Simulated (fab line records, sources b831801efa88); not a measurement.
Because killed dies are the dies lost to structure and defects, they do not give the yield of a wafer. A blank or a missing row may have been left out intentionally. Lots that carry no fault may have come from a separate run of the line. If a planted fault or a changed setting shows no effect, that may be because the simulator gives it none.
fab line records	flow sky130
record: lots: 6	wafers: 18	last-day: 49
route steps=708 shown VT_ADJUST_LVTN@109 VT_ADJUST_NCORE@119 PAD_OPEN@708
lots that met no fault: taken from a fault-free run of the same line
start-h: hours from the record's first day to the start of the lot's first wafer shown	wait-h: hours from the lot's prior step to this one	" the same as in the row above	L1.1+2: a single row standing in for several wafers	- no value present, or no start provided	* or withheld: withheld	< > ~ a bound
route shown NAME@n: NAME is a module with steps in the file, n the number in the route of the first one	usual: average and standard deviation across the fault-free wafers	same: alike in all rows	chamber/n: place in a boat	sites: per-site readings	_std_site: the standard deviation of these	_edge_site: inner sites' mean taken away from outer sites' mean	radius-mm: how far each site lies from the wafer's centre	mask NAME#n: copy n	behind: tool/chamber where the wafer was last shaped	hold: cause of the lot's hold/its duration in hours/its outcome	device: names the non-switching transistor (n, p or np)	end of line: the same wafers' tests at the end of the route	for a step that has no rows: nothing shown but its recipe	killed: dies that structure and defects cost at the first sort, which is not the same as the wafer's yield	map: a wafer's dies, x killed, . not, _ none there
set.NAME: setting as actually run; set.NAME@STEP: the setting as run at that earlier step	model.NAME: the simulator's own value behind a step, which no gauge read
a table for each step, a row for each wafer; lots at some steps of the route
services: when a tool's chamber went out of use (start-h, in hours from the record's first day, below 0 if earlier), for how many hours, and the reason
== steps ==
step: SKY_VT_ADJUST_LVTN_HMDS_12
recipe: prime-time-s: 60	prime-temp-c: 120
step: SKY_VT_ADJUST_LVTN_COAT_13
recipe: resist: NOVOLAK	spin-rpm: 3000	resist-thk-nm: 1140
step: SKY_VT_ADJUST_LVTN_SOFTBAKE_14
recipe: temp-c: 90	time-s: 60	resist: NOVOLAK
step: SKY_VT_ADJUST_LVTN_EXPOSE_15
recipe: mask-id: HVN_STD_DERIVED	na: 0.6	source-shape: conventional	sigma-outer: 0.6	polarization: unpolarized	target-cd-nm: 600	dose-mj: 163
step: SKY_VT_ADJUST_LVTN_PEB_16
recipe: temp-c: withheld	time-s: *	resist: NOVOLAK
step: SKY_VT_ADJUST_LVTN_DEVELOP_17
recipe: resist: NOVOLAK	developer: TMAH	develop-time-s: 60	dev-temp-c: 23
step: SKY_VT_ADJUST_LVTN_OVL_MEAS_18
usual: VT_ADJUST_LVTN_01_OVL: 0.3/1.2
lot.wafer	tool	chamber	start-h	wait-h	VT_ADJUST_LVTN_01_OVL[nm]
L252.3	overlay-02	-	167.90	0.1	1.8
L252.5	"	-	"	"	-0.9
L252.6	"	-	"	"	-0.4
L254.2	overlay-01	-	181.14	0.1	-0.2
L254.5	"	-	"	"	-0.7
L254.6	"	-	"	"	-1.3
L255.2	overlay-02	-	191.69	0.1	0.5
L255.4	"	-	"	"	0.4
L255.5	"	-	"	"	0.7
L257.2	overlay-02	-	200.85	0.1	-0.7
L257.4	"	-	"	"	-1.5
L257.6	"	-	"	"	0.2
L266.4	overlay-02	-	266.00	0.1	1.7
L266.5	"	-	"	"	-0.9
L266.6	"	-	"	"	1.6
L271.2	overlay-01	-	299.40	0.1	0.8
L271.5	"	-	"	"	-0.1
L271.6	"	-	"	"	-0.1
step: SKY_VT_ADJUST_LVTN_IMPLANT_19
recipe: species: B	energy-kev: 30	dose-cm2: 6.5e+11	tilt-deg: withheld
step: SKY_VT_ADJUST_LVTN_STRIP_20
recipe: chemistry: O2/N2	power-w: 1400	pressure-mtorr: 1500	platen-temp-c: withheld	o2-flow-sccm: 3000	n2-flow-sccm: 300	overash-fraction: 0.5
usual: drypump-motor-current-A: 5.9/0.57	oes-product-au: 0.716/0.0047	strip-time-to-endpoint-s: 14.18/0.042
lot.wafer	tool	chamber	start-h	wait-h	drypump-motor-current-A	oes-product-au	rf-hours-counter-h	strip-time-to-endpoint-s
L252.3	plasma-asher-02	1	168.10	0.1	6.1	0.715	-	14.22
L252.5	"	0	"	"	6.6	0.719	-	14.21
L252.6	"	1	"	"	6.1	0.716	-	14.15
L254.2	plasma-asher-02	0	181.32	0.1	6.6	0.708	50	14.16
L254.5	"	1	"	"	6.1	0.722	-	14.16
L254.6	"	0	"	"	6.6	0.713	-	14.23
L255.2	plasma-asher-02	0	191.87	0.1	6.6	0.715	52	14.24
L255.4	"	1	"	"	6.1	0.716	-	14.24
L255.5	"	0	"	"	6.6	0.722	-	14.22
L257.2	plasma-asher-04	0	201.03	0.1	4.7	0.706	38	14.13
L257.4	"	1	"	"	5.4	0.710	-	14.13
L257.6	"	0	"	"	4.7	0.718	-	14.12
L266.4	plasma-asher-02	1	266.20	0.1	6.1	0.721	-	14.15
L266.5	"	0	"	"	6.6	0.715	-	14.17
L266.6	"	1	"	"	6.1	0.726	-	14.15
L271.2	plasma-asher-04	0	299.58	0.1	4.8	0.718	48	14.12
L271.5	"	0	"	"	4.8	0.721	-	14.19
L271.6	"	1	"	"	5.4	0.721	-	14.16
step: SKY_VT_ADJUST_LVTN_TW_MEAS_21
usual: VT_ADJUST_LVTN_2_TW: 189.0/1.4
lot.wafer	tool	chamber	start-h	wait-h	VT_ADJUST_LVTN_2_TW
L252.3	film-metro-03	-	168.19	0.1	189.1
L252.5	"	-	"	"	190.1
L252.6	"	-	"	"	189.6
L254.2	film-metro-04	-	181.43	0.1	188.9
L254.5	"	-	"	"	189.4
L254.6	"	-	"	"	190.5
L255.2	film-metro-04	-	191.98	0.1	189.2
L255.4	"	-	"	"	190.2
L255.5	"	-	"	"	190.8
L257.2	film-metro-04	-	201.14	0.1	190.7
L257.4	"	-	"	"	191.1
L257.6	"	-	"	"	191.5
L266.4	film-metro-01	-	266.30	0.1	187.4
L266.5	"	-	"	"	187.1
L266.6	"	-	"	"	186.8
L271.2	film-metro-03	-	299.69	0.1	187.6
L271.5	"	-	"	"	188.2
L271.6	"	-	"	"	189.1
step: SKY_VT_ADJUST_NCORE_DEHYDRATE_00
recipe: temp-c: 200	time-s: 60
step: SKY_VT_ADJUST_NCORE_HMDS_01
recipe: prime-time-s: 60	prime-temp-c: 120
step: SKY_VT_ADJUST_NCORE_COAT_02
recipe: resist: NOVOLAK	spin-rpm: 3000	resist-thk-nm: 1140
lot.wafer	tool	chamber	start-h	wait-h	model.NOVOLAK_of_VT_ADJUST_NCORE_COAT_02.thk-nm
L252.3+5	litho-track-03	0	178.30	0.1	1137
L252.6	"	0	"	"	1144
L254.2	litho-track-04	0	192.01	0.1	1135
L254.5	"	0	"	"	1131
L254.6	"	0	"	"	1134
L255.2	litho-track-03	0	202.12	0.1	1130
L255.4	"	0	"	"	1127
L255.5	"	0	"	"	1128
L257.2	litho-track-03	0	211.97	0.1	1121
L257.4	"	0	"	"	1127
L257.6	"	0	"	"	1119
L266.4	litho-track-04	0	278.66	0.1	1138
L266.5	"	0	"	"	1136
L266.6	"	0	"	"	1139
L271.2	litho-track-03	0	311.67	0.1	1138
L271.5	"	0	"	"	1140
L271.6	"	0	"	"	1142
step: SKY_VT_ADJUST_NCORE_SOFTBAKE_03
recipe: temp-c: 90	time-s: 60	resist: NOVOLAK
step: SKY_VT_ADJUST_NCORE_EXPOSE_04
recipe: mask-id: LVTN_COMPLEMENT_THIN	na: 0.6	source-shape: conventional	sigma-outer: 0.6	polarization: unpolarized	target-cd-nm: 380	dose-mj: 139
step: SKY_VT_ADJUST_NCORE_PEB_05
recipe: temp-c: withheld	time-s: *	resist: NOVOLAK
step: SKY_VT_ADJUST_NCORE_DEVELOP_06
recipe: resist: NOVOLAK	developer: TMAH	develop-time-s: 60	dev-temp-c: 23
lot.wafer	tool	chamber	start-h	wait-h	model.NOVOLAK_of_VT_ADJUST_NCORE_COAT_02.thk-nm
L252.3+5	litho-track-02	0	189.43	0.1	1137
L252.6	"	0	"	"	1143
L254.2	litho-track-04	0	202.76	0.1	1135
L254.5	"	0	"	"	1131
L254.6	"	0	"	"	1134
L255.2	litho-track-04	0	213.36	0.1	1130
L255.4	"	0	"	"	1126
L255.5	"	0	"	"	1127
L257.2	litho-track-04	0	226.71	0.1	1120
L257.4	"	0	"	"	1127
L257.6	"	0	"	"	1119
L266.4	litho-track-02	0	290.21	0.1	1138
L266.5	"	0	"	"	1136
L266.6	"	0	"	"	1139
L271.2	litho-track-03	0	324.87	0.1	1138
L271.5	"	0	"	"	1140
L271.6	"	0	"	"	1142
step: SKY_VT_ADJUST_NCORE_CD_MEAS_07
recipe: target-cd-nm: 380
usual: cd-nm: 380.3/2.3
lot.wafer	tool	chamber	start-h	wait-h	cd-nm
L252.3	cd-sem-02	-	189.57	0.1	381.4
L252.5	"	-	"	"	377.1
L252.6	"	-	"	"	379.9
L254.2	cd-sem-02	-	202.90	0.1	384.6
L254.5	"	-	"	"	385.5
L254.6	"	-	"	"	383.6
L255.2	cd-sem-02	-	213.50	0.1	381.3
L255.4	"	-	"	"	380.7
L255.5	"	-	"	"	385.8
L257.2	cd-sem-01	-	226.85	0.1	382.5
L257.4	"	-	"	"	385.0
L257.6	"	-	"	"	383.6
L266.4	cd-sem-01	-	290.34	0.1	380.8
L266.5	"	-	"	"	377.0
L266.6	"	-	"	"	379.3
L271.2	cd-sem-01	-	325.01	0.1	380.9
L271.5	"	-	"	"	379.2
L271.6	"	-	"	"	380.4
step: SKY_VT_ADJUST_NCORE_OVL_MEAS_08
usual: VT_ADJUST_NCORE_OVL: 0.3/1.3
lot.wafer	tool	chamber	start-h	wait-h	VT_ADJUST_NCORE_OVL[nm]
L252.3	overlay-01	-	189.66	0.1	0.2
L252.5	"	-	"	"	-2.0
L252.6	"	-	"	"	-2.2
L254.2	overlay-01	-	203.01	0.1	-0.7
L254.5	"	-	"	"	-2.1
L254.6	"	-	"	"	-0.6
L255.2	overlay-01	-	213.61	0.1	-1.2
L255.4	"	-	"	"	-1.9
L255.5	"	-	"	"	-1.7
L257.2	overlay-01	-	226.96	0.1	1.3
L257.4	"	-	"	"	1.9
L257.6	"	-	"	"	2.0
L266.4	overlay-01	-	290.42	0.1	1.1
L266.5	"	-	"	"	2.0
L266.6	"	-	"	"	2.8
L271.2	overlay-01	-	325.12	0.1	-1.8
L271.5	"	-	"	"	-0.6
L271.6	"	-	"	"	-0.4
step: SKY_VT_ADJUST_NCORE_IMPLANT_09
recipe: species: B	energy-kev: 10	dose-cm2: 2.4e+12	tilt-deg: withheld
step: SKY_VT_ADJUST_NCORE_STRIP_10
recipe: chemistry: O2/N2	power-w: 1400	pressure-mtorr: 1500	platen-temp-c: withheld	o2-flow-sccm: 3000	n2-flow-sccm: 300	overash-fraction: 0.5
usual: drypump-motor-current-A: 6.0/0.41	oes-product-au: 0.715/0.0046	strip-time-to-endpoint-s: 14.17/0.049
lot.wafer	tool	chamber	start-h	wait-h	drypump-motor-current-A	oes-product-au	rf-hours-counter-h	strip-time-to-endpoint-s
L252.3	plasma-asher-02	1	189.87	0.1	6.1	0.715	-	14.14
L252.5	"	1	"	"	6.1	0.712	-	14.14
L252.6	"	0	"	"	6.6	0.714	-	14.21
L254.2	plasma-asher-03	0	203.19	0.1	5.6	0.715	9	14.11
L254.5	"	0	"	"	5.6	0.708	-	14.08
L254.6	"	1	"	"	5.5	0.716	-	14.10
L255.2	plasma-asher-01	1	213.79	0.1	5.6	0.720	52	14.07
L255.4	"	1	"	"	5.6	0.716	-	14.01
L255.5	"	0	"	"	5.9	0.721	-	14.04
L257.2	plasma-asher-02	0	227.14	0.1	6.6	0.715	55	13.95
L257.4	"	1	"	"	6.1	0.726	-	14.03
L257.6	"	0	"	"	6.6	0.712	-	13.94
L266.4	plasma-asher-03	0	290.62	0.1	5.6	0.710	-	14.15
L266.5	"	1	"	"	5.5	0.713	-	14.14
L266.6	"	0	"	"	5.6	0.716	-	14.17
L271.2	plasma-asher-02	0	325.30	0.1	6.6	0.717	65	14.15
L271.5	"	0	"	"	6.6	0.716	-	14.18
L271.6	"	1	"	"	6.1	0.710	-	14.21
step: SKY_VT_ADJUST_NCORE_TW_MEAS_11
usual: VT_ADJUST_NCORE_TW: 219.8/1.6
lot.wafer	tool	chamber	start-h	wait-h	VT_ADJUST_NCORE_TW
L252.3	film-metro-02	-	189.96	0.1	221.3
L252.5	"	-	"	"	220.4
L252.6	"	-	"	"	220.0
L254.2	film-metro-02	-	203.30	0.1	219.9
L254.5	"	-	"	"	220.4
L254.6	"	-	"	"	221.0
L255.2	film-metro-01	-	213.90	0.1	219.5
L255.4	"	-	"	"	219.1
L255.5	"	-	"	"	218.9
L257.2	film-metro-01	-	227.25	0.1	219.1
L257.4	"	-	"	"	218.9
L257.6	"	-	"	"	219.1
L266.4	film-metro-01	-	290.72	0.1	219.9
L266.5	"	-	"	"	220.1
L266.6	"	-	"	"	220.2
L271.2	film-metro-01	-	325.41	0.1	215.1
L271.5	"	-	"	"	215.0
L271.6	"	-	"	"	216.7
step: SKY_PAD_OPEN_PROBE_99
usual: killed_at_M0_to_M3: 42/7.6	killed_at_M4_up: 2.9/1.7	killed-at-contacts: 24/5.1	killed-at-front-end: 15/4	killed-at-other: 0.2/0.38	killed-dies: 84/9.9	killed-open: 46/7.2	killed-short: 38/6.6
same: gross-dies: 492	killed-at-back-side: 0
lot.wafer	tool	chamber	start-h	wait-h	killed_at_M0_to_M3	killed_at_M4_up	killed-at-contacts	killed-at-front-end	killed-at-other	killed-dies	killed-open	killed-short
L252.3	prober-01	-	1084.90	0.2	37	1	25	23	0	86	48	38
L252.5	prober-01	-	1085.00	0.2	46	5	33	22	0	106	53	53
L252.6	prober-01	-	1085.05	0.2	26	1	21	18	1	67	42	25
L254.2	prober-01	-	1095.19	0.1	30	2	25	23	0	80	32	48
L254.5	prober-01	-	1095.34	0.2	33	3	26	12	0	74	43	31
L254.6	prober-01	-	1095.39	0.2	31	1	21	17	0	70	42	28
L255.2	prober-02	-	1102.04	0.1	40	3	22	17	0	82	41	41
L255.4	prober-02	-	1102.14	0.2	49	3	24	20	0	96	50	46
L255.5	prober-02	-	1102.19	0.2	37	2	26	20	0	85	46	39
L257.2	prober-02	-	1116.39	0.1	46	3	30	26	0	105	46	59
L257.4	prober-02	-	1116.49	0.2	36	7	32	18	0	93	50	43
L257.6	prober-02	-	1116.59	0.2	53	4	27	10	0	94	48	46
L266.4	prober-01	-	1165.55	0.2	41	3	14	12	0	70	41	29
L266.5	prober-01	-	1165.60	0.2	42	2	26	26	0	96	56	40
L266.6	prober-01	-	1165.65	0.2	44	1	20	15	0	80	41	39
L271.2	prober-02	-	1184.60	0.1	44	4	24	23	0	95	49	46
L271.5	prober-02	-	1184.75	0.2	54	3	26	15	0	98	52	46
L271.6	prober-02	-	1184.80	0.2	39	2	18	14	0	73	42	31
killed by level:class
L252.3 CONTACT:geometric-particle:open=9 METAL2:geometric-particle:short=9 FIELD_ISO:geometric-particle:open=7 VIA1:geometric-particle:short=6 POLY_GATE:geometric-particle:short=6 LI_CONTACT:geometric-particle:open=6 POLY_GATE:geometric-particle:open=5 LOCAL_INTERCONNECT:geometric-particle:short=5
L252.5 CONTACT:geometric-particle:open=12 VIA1:geometric-particle:open=10 LI_CONTACT:geometric-particle:open=9 METAL1:geometric-particle:short=7 METAL3:geometric-particle:short=7 VIA3:geometric-particle:open=6 FIELD_ISO:geometric-particle:open=5 VIA1:geometric-particle:short=5
L252.6 LI_CONTACT:geometric-particle:open=9 FIELD_ISO:geometric-particle:open=8 VIA1:geometric-particle:open=5 METAL2:geometric-particle:short=5 FIELD_ISO:geometric-particle:short=4 VIA2:geometric-particle:open=4 CONTACT:geometric-particle:open=4 VIA3:geometric-particle:open=4
L254.2 FIELD_ISO:geometric-particle:short=7 LOCAL_INTERCONNECT:geometric-particle:short=7 CONTACT:geometric-particle:open=7 POLY_GATE:geometric-particle:short=6 METAL1:geometric-particle:short=6 VIA3:geometric-particle:open=6 POLY_GATE:geometric-particle:open=5 LI_CONTACT:geometric-particle:open=5
L254.5 LI_CONTACT:geometric-particle:open=10 CONTACT:geometric-particle:open=10 VIA2:geometric-particle:open=7 METAL1:geometric-particle:short=5 FIELD_ISO:geometric-particle:short=4 VIA1:geometric-particle:open=4 METAL2:geometric-particle:short=4 VIA2:geometric-particle:short=4
L254.6 CONTACT:geometric-particle:open=11 VIA1:geometric-particle:open=7 POLY_GATE:geometric-particle:open=6 VIA1:geometric-particle:short=6 LI_CONTACT:geometric-particle:open=5 VIA3:geometric-particle:open=5 VIA2:geometric-particle:short=4 FIELD_ISO:geometric-particle:short=3
L255.2 VIA1:geometric-particle:open=8 CONTACT:geometric-particle:open=6 METAL1:geometric-particle:short=6 VIA1:geometric-particle:short=6 FIELD_ISO:geometric-particle:short=5 CONTACT:geometric-particle:short=5 METAL2:geometric-particle:short=5 VIA3:geometric-particle:open=5
L255.4 VIA1:geometric-particle:open=13 CONTACT:geometric-particle:open=8 LOCAL_INTERCONNECT:geometric-particle:short=7 VIA2:geometric-particle:open=7 VIA3:geometric-particle:open=6 METAL1:geometric-particle:short=6 METAL2:geometric-particle:short=6 FIELD_ISO:geometric-particle:open=5
L255.5 VIA1:geometric-particle:open=14 CONTACT:geometric-particle:open=10 METAL1:geometric-particle:short=9 FIELD_ISO:geometric-particle:short=6 POLY_GATE:geometric-particle:open=5 LOCAL_INTERCONNECT:geometric-particle:short=5 FIELD_ISO:geometric-particle:open=4 LI_CONTACT:geometric-particle:short=4
L257.2 VIA1:geometric-particle:open=11 FIELD_ISO:geometric-particle:open=9 LOCAL_INTERCONNECT:geometric-particle:short=8 VIA1:geometric-particle:short=8 FIELD_ISO:geometric-particle:short=7 CONTACT:geometric-particle:open=7 METAL2:geometric-particle:short=7 VIA3:geometric-particle:open=6
L257.4 CONTACT:geometric-particle:open=13 VIA1:geometric-particle:open=7 CONTACT:geometric-particle:short=7 VIA3:geometric-particle:open=7 FIELD_ISO:geometric-particle:short=6 VIA3:geometric-particle:short=6 VIA2:geometric-particle:open=5 METAL4:geometric-particle:short=5
L257.6 CONTACT:geometric-particle:open=13 VIA1:geometric-particle:open=11 METAL2:geometric-particle:short=9 VIA3:geometric-particle:open=7 CONTACT:geometric-particle:short=6 VIA1:geometric-particle:short=5 VIA3:geometric-particle:short=5 LI_CONTACT:geometric-particle:short=4
L266.4 VIA1:geometric-particle:open=12 VIA1:geometric-particle:short=6 LI_CONTACT:geometric-particle:open=5 VIA3:geometric-particle:open=4 CONTACT:geometric-particle:open=4 METAL1:geometric-particle:short=4 METAL2:geometric-particle:short=4 SONOS_ONO:geometric-particle:open=3
L266.5 FIELD_ISO:geometric-particle:open=9 VIA1:geometric-particle:open=9 CONTACT:geometric-particle:open=8 VIA2:geometric-particle:open=8 METAL1:geometric-particle:short=7 LI_CONTACT:geometric-particle:open=6 LOCAL_INTERCONNECT:geometric-particle:short=5 CONTACT:geometric-particle:short=5
L266.6 VIA1:geometric-particle:open=12 CONTACT:geometric-particle:open=10 METAL2:geometric-particle:short=9 POLY_GATE:geometric-particle:open=4 POLY_GATE:geometric-particle:short=4 VIA2:geometric-particle:open=4 LI_CONTACT:geometric-particle:open=4 VIA2:geometric-particle:short=4
L271.2 CONTACT:geometric-particle:open=9 METAL2:geometric-particle:short=9 VIA1:geometric-particle:open=9 FIELD_ISO:geometric-particle:open=6 VIA3:geometric-particle:open=5 METAL1:geometric-particle:short=5 VIA1:geometric-particle:short=5 VIA2:geometric-particle:open=5
L271.5 CONTACT:geometric-particle:open=12 VIA1:geometric-particle:open=10 METAL2:geometric-particle:short=10 VIA2:geometric-particle:open=9 LI_CONTACT:geometric-particle:open=5 VIA1:geometric-particle:short=5 VIA2:geometric-particle:short=5 LI_CONTACT:geometric-particle:short=4
L271.6 VIA1:geometric-particle:open=10 CONTACT:geometric-particle:open=9 VIA2:geometric-particle:open=9 FIELD_ISO:geometric-particle:short=6 METAL1:geometric-particle:short=5 METAL2:geometric-particle:short=4 FIELD_ISO:geometric-particle:open=3 LOCAL_INTERCONNECT:geometric-particle:open=3
== services ==
tool	chamber	start-h	hours	kind
plasma-asher-01	-	178.17	14.6	pm
plasma-asher-02	-	213.26	2.0	repair
plasma-asher-01	-	245.51	0.6	repair
== key ==
first-sign: step: SKY_VT_ADJUST_NCORE_STRIP_10	reading: strip-time-to-endpoint-s	direction: down	sigmas: 3.3	usual: *	struck: *
effect none on later readings
model-effect: step: SKY_VT_ADJUST_NCORE_COAT_02	value: NOVOLAK_of_VT_ADJUST_NCORE_COAT_02.thk-nm	without: 1142	struck: 1125
model-effect: step: SKY_VT_ADJUST_NCORE_DEVELOP_06	value: NOVOLAK_of_VT_ADJUST_NCORE_COAT_02.thk-nm	without: 1142	struck: 1125
met-at SKY_VT_ADJUST_NCORE_COAT_02
struck-wafers L255.2,L255.4,L255.5,L257.2,L257.4,L257.6
tester-left-out L255,L257
onset-between 178.30 202.12
also-fits SKY_VT_ADJUST_NCORE_DEVELOP_06:litho-track-04
fault: kind: process-parameter-drift	tool: litho-track-03	chamber: -	onset-h: 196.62	steps: SKY_VT_ADJUST_NCORE_COAT_02	channel: resist-thk-nm	offset: -16.695	shape: step	end-h: 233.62	acts-in: these-recipes-only	stated: 1140
tester-left-out: of these lots the tester's yield and bins aren't shown, on N5 and GAA mostly nor the transistor test; their killed dies are dies lost to structure and defects alone, not to doping, threshold or leakage, so they don't give the yield
